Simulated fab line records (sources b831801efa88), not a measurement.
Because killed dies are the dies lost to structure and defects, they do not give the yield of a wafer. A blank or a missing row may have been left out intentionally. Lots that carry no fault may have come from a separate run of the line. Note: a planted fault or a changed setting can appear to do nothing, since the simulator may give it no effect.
One fault seen from 2 desks :: flow sky130 :: only its own numbers are on each desk; what lay behind them is given at the end

FOR THE TOOL OWNER'S DESK: implanter-01
The tool's own readings at SKY_VT_ADJUST_PCH_IMPLANT_08: means of the sampled wafers that have a number, for each lot that ran on this tool. If a lot's mean is further than 4 standard deviations from the usual mean, the lot is out of limits and carries the mark OUT (the distance appears in the brackets).
Columns: A = dose-ions-cm2 at SKY_VT_ADJUST_PCH_IMPLANT_08, usual 4.998e+11; B = end-station-pressure-torr at SKY_VT_ADJUST_PCH_IMPLANT_08, usual 5.02e-06 Torr; C = faraday-current-uA at SKY_VT_ADJUST_PCH_IMPLANT_08, usual 2.82
lot: L772
first seen here: day 10 18:37
A: 5.000e+11
B: 4.89e-06
C: 2.80

lot: L776
first seen here: day 12 02:12
A: 4.997e+11
B: 5.18e-06
C: 2.87

lot: L777
first seen here: day 12 11:33
A: 5.000e+11
B: 5.37e-06
C: 2.81

lot: L778
first seen here: day 12 22:54
A: 4.996e+11
B: 5.03e-06
C: 2.85

lot: L779
first seen here: day 13 04:20
A: 4.998e+11
B: 5.07e-06
C: 2.83

lot: L791
first seen here: day 16 23:30
A: 1.788e+11 (-99 or more) OUT
B: 5.12e-06
C: 1.01 (-35) OUT

lot: L792
first seen here: day 17 06:32
A: 1.799e+11 (-99 or more) OUT
B: 5.22e-06
C: 1.00 (-35) OUT
Finding of this desk: L791, L792 out of limits; the first was L791 at day 16 23:30, on dose-ions-cm2 at SKY_VT_ADJUST_PCH_IMPLANT_08. Within limits: L772, L776, L777, L778, L779.

FROM THE METROLOGY DESK
Means of the sampled wafers that have a number, per lot and without regard to the tool the lot ran on: this is what the gauges read. If a lot's mean is further than 4 standard deviations from the usual mean, the lot is out of limits and carries the mark OUT (the distance appears in the brackets).
Columns: A = cd-nm at SKY_VT_ADJUST_NCORE_CD_MEAS_07, usual 380.3 nm; B = VT_ADJUST_HVTR_OVL at SKY_VT_ADJUST_HVTR_OVL_MEAS_08, usual -0.6 nm; C = VT_ADJUST_PCH_OVL at SKY_VT_ADJUST_PCH_OVL_MEAS_07, usual -0.4 nm; D = VT_ADJUST_PCH_TW at SKY_VT_ADJUST_PCH_TW_MEAS_10, usual 143.5
lot: L772
first seen here: day 8 20:49
A: 384.4
B: -1.4
C: -2.3
D: 144.4

lot: L773
first seen here: day 9 08:10
A: 377.9
B: 0.8
C: -0.1
D: 142.3

lot: L776
first seen here: day 10 04:06
A: 378.3
B: -1.8
C: 0.0
D: 143.4

lot: L777
first seen here: day 10 12:01
A: 377.9
B: -0.1
C: -0.6
D: 142.4

lot: L778
first seen here: day 10 22:27
A: 377.5
B: -0.0
C: -0.6
D: 144.6

lot: L779
first seen here: day 11 03:02
A: 377.1
B: -2.6
C: -1.3
D: 143.4

lot: L780
first seen here: day 11 06:04
A: 375.8
B: -4.2
C: 1.0
D: 143.3

lot: L782
first seen here: day 12 02:28
A: 379.4
B: 2.0
C: 2.4
D: 143.1

lot: L783
first seen here: day 12 10:49
A: 382.4
B: 1.1
C: 0.4
D: 143.4

lot: L791
first seen here: day 14 16:08
A: 382.4
B: -0.2
C: 0.1
D: 112.4 (-35) OUT

lot: L792
first seen here: day 14 21:53
A: 382.5
B: -1.0
C: -0.8
D: 109.9 (-37) OUT

lot: L793
first seen here: day 15 05:49
A: 381.3
B: -1.7
C: -0.3
D: 143.3

lot: L794
first seen here: day 15 08:01
A: 380.8
B: -0.3
C: 0.5
D: 143.1
This desk's finding: out of limits on L791, L792; first on L791, day 16 23:43 (VT_ADJUST_PCH_TW at SKY_VT_ADJUST_PCH_TW_MEAS_10). Within limits: L772, L773, L776, L777, L778, L779, L780, L782, L783, L793, L794.

TAKEN TOGETHER
The tool owner's desk had the chance to raise an alarm at day 16 23:30 on L791, L792.
An alarm was possible from the metrology desk at day 16 23:43, on L791, L792.
Every lot named ran SKY_VT_ADJUST_PCH_IMPLANT_08 on implanter-01.

WHAT THE SIMULATOR HAD PUT IN
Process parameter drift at SKY_VT_ADJUST_PCH_IMPLANT_08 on implanter-01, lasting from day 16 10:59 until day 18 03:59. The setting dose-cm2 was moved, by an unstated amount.
Struck lots among those shown: L791, L792.
Delay (hours) between the fault's onset and each desk's first out-of-limits reading: 13 at the tool owner's desk, 13 at the metrology desk.
